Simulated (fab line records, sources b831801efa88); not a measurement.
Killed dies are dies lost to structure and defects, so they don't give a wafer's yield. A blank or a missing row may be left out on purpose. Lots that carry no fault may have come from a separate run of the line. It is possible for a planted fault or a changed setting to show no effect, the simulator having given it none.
Comparing a struck lot with a sound one | flow sky130 | 29 out of 708 route steps
Sound: these wafers, L687.1, L687.3, L687.5. Wafers L689.1, L689.4, L689.5 were the ones struck. The cause is given at the end.
At each step with rows: each side's tool, then ch and its chambers, then its first start. Under that, the readings that differ: sound wafers | struck wafers | difference of the means | sigmas: that difference in standard deviations of wafers without a fault.
alike: readings with means less than 2 such deviations apart, plus words and numbers identical on both sides. not compared: withheld readings, readings lacking a value on some wafer, bounds such as >300 that could conceal the same value, and numbers that have no deviation in the record and whose values overlap.
Wherever a step has rows on one side only, a row that says differs or no value, or a row with sigmas, the two part there. Numbers that have no deviation but don't overlap get no sigmas and don't part them. Lack of a reading on every wafer of one side parts them only where that side has two or more wafers.

SKY_POLY_GATE_CD_MEAS_13: target cd 150 nm.
  sound on cd_sem-02 at day 19 00:59; struck on cd_sem-02 at day 19 11:26
  alike: cd_nm
SKY_POLY_GATE_OVL_MEAS_14:
  sound on overlay-01 at day 19 01:06; struck on overlay-02 at day 19 11:33
  reading            | sound   | struck   | difference | sigmas
  POLY_GATE_OVL (nm) | 11 16 9 | -4 -12 3 | -16        | -3
SKY_POLY_GATE_ETCH_15: etches BARC in N2/H2, stops on SiO2, time 118.5 s, target depth 110 nm.
  sound on rie_diel-01 ch 1,2, day 19 01:08; struck on rie_diel-01 ch 1,2, day 19 11:35
  alike: bias_w, drypump_motor_current_A, n2_flow_sccm, oes_product_au, throttle_valve_pct
  not compared: rf_hours_counter_h
SKY_POLY_GATE_ETCH_16: etches Si3N4 in CH3F/O2, stops on poly-Si, time 147.5 s, target depth 75 nm.
  sound on rie_diel-01 ch 1,2, day 19 01:13; struck on rie_diel-01 ch 1,2, day 19 11:40
  alike: bias_w, drypump_motor_current_A, oes_product_au, throttle_valve_pct
  not compared: rf_hours_counter_h
SKY_POLY_GATE_ETCH_17: etches poly-Si in HBr/Cl2, stops on SiO2, target depth 180 nm, time 70.5 s.
  sound on rie_si-02 ch 0,1, day 19 01:19; struck on rie_si-01 ch 1,2, day 19 11:46
  alike: bias_w, drypump_motor_current_A, oes_product_au, throttle_valve_pct
  not compared: rf_hours_counter_h
SKY_POLY_GATE_STRIP_18: strips in O2/N2.
  sound on plasma_asher-03 ch 0,1, day 19 01:23; struck on plasma_asher-04 ch 0,1, day 19 11:50
  alike: drypump_motor_current_A, n2_flow_sccm, oes_product_au, strip_time_to_endpoint_s
  not compared: rf_hours_counter_h
then, 2 steps without rows for these wafers: SKY_POLY_GATE_CLEAN_19 (cleans in SC1/SC2, time 150 s); SKY_POLY_GATE_OXIDATION_20 (stabilise 600 s, purge 300 s, target thk 4 nm).
SKY_POLY_GATE_THK_MEAS_21:
  sound on film_metro-01 at day 19 02:47; struck on film_metro-03 at day 19 13:51
  alike: POLY_GATE_OXIDATION_THK
SKY_POLY_GATE_CD_MEAS_22:
  sound on cd_sem-01 at day 19 02:50; struck on cd_sem-01 at day 19 13:55
  alike: cd_nm
then, 2 steps without rows for these wafers: SKY_LDD_N_DEHYDRATE_00 (time 60 s); SKY_LDD_N_HMDS_01 (prime time 60 s).
SKY_LDD_N_COAT_02: resist thk 300 nm.
  sound on litho_track-04 ch 0, day 19 18:17; struck on litho_track-04 ch 0, day 20 05:02
  reading                                    | sound             | struck            | difference | sigmas
  model.NOVOLAK_of_LDD_N_COAT_02.thk_nm (nm) | 300.1 300.5 300.3 | 346.6 345.2 345.9 | +45.6      |
then, 3 steps without rows for these wafers: SKY_LDD_N_SOFTBAKE_03 (time 60 s); SKY_LDD_N_EXPOSE_04 (exposes mask NTM, target cd 840 nm); SKY_LDD_N_PEB_05.
SKY_LDD_N_DEVELOP_06: develop time 60 s.
  sound on litho_track-02 ch 0, day 20 09:22; struck on litho_track-01 ch 0, day 20 19:05
  reading                                    | sound             | struck            | difference | sigmas
  model.NOVOLAK_of_LDD_N_COAT_02.thk_nm (nm) | 299.6 300.1 299.9 | 346.2 344.8 345.5 | +45.6      |
SKY_LDD_N_OVL_MEAS_07:
  sound on overlay-02 at day 20 09:32; struck on overlay-01 at day 20 19:14
  alike: LDD_N_OVL
then, 8 steps without rows for these wafers: SKY_LDD_N_IMPLANT_08; SKY_LDD_N_IMPLANT_09; SKY_LDD_N_IMPLANT_10; SKY_LDD_N_IMPLANT_11; SKY_LDD_N_IMPLANT_12; SKY_LDD_N_IMPLANT_13; SKY_LDD_N_IMPLANT_14; SKY_LDD_N_IMPLANT_15.
SKY_LDD_N_STRIP_16: strips in O2/N2.
  sound on plasma_asher-01 ch 0,1, day 20 10:46; struck on plasma_asher-04 ch 1, day 20 20:29
  reading                      | sound             | struck            | difference | sigmas
  drypump_motor_current_A (A)  | 5.7 5.2 5.7       | 6.3 6.3 6.3       | +0.8       | +2
  oes_product_au (a.u.)        | 0.403 0.402 0.407 | 0.424 0.427 0.424 | +0.021     | +5
  strip_time_to_endpoint_s (s) | 4.309 4.305 4.315 | 4.918 4.899 4.890 | +0.593     | +37
  alike: n2_flow_sccm
  not compared: rf_hours_counter_h
SKY_LDD_N_TW_MEAS_17:
  sound on film_metro-04 at day 20 10:52; struck on film_metro-04 at day 20 20:35
  alike: LDD_N_TW
SKY_PAD_OPEN_PROBE_99:
  the record holds rows for the sound wafers here (prober-02, day 47 15:30) but none for the struck ones

## WHERE THEY PART
First at SKY_POLY_GATE_OVL_MEAS_14; last, within this record, at SKY_PAD_OPEN_PROBE_99.

WHY: whatever the simulator had introduced
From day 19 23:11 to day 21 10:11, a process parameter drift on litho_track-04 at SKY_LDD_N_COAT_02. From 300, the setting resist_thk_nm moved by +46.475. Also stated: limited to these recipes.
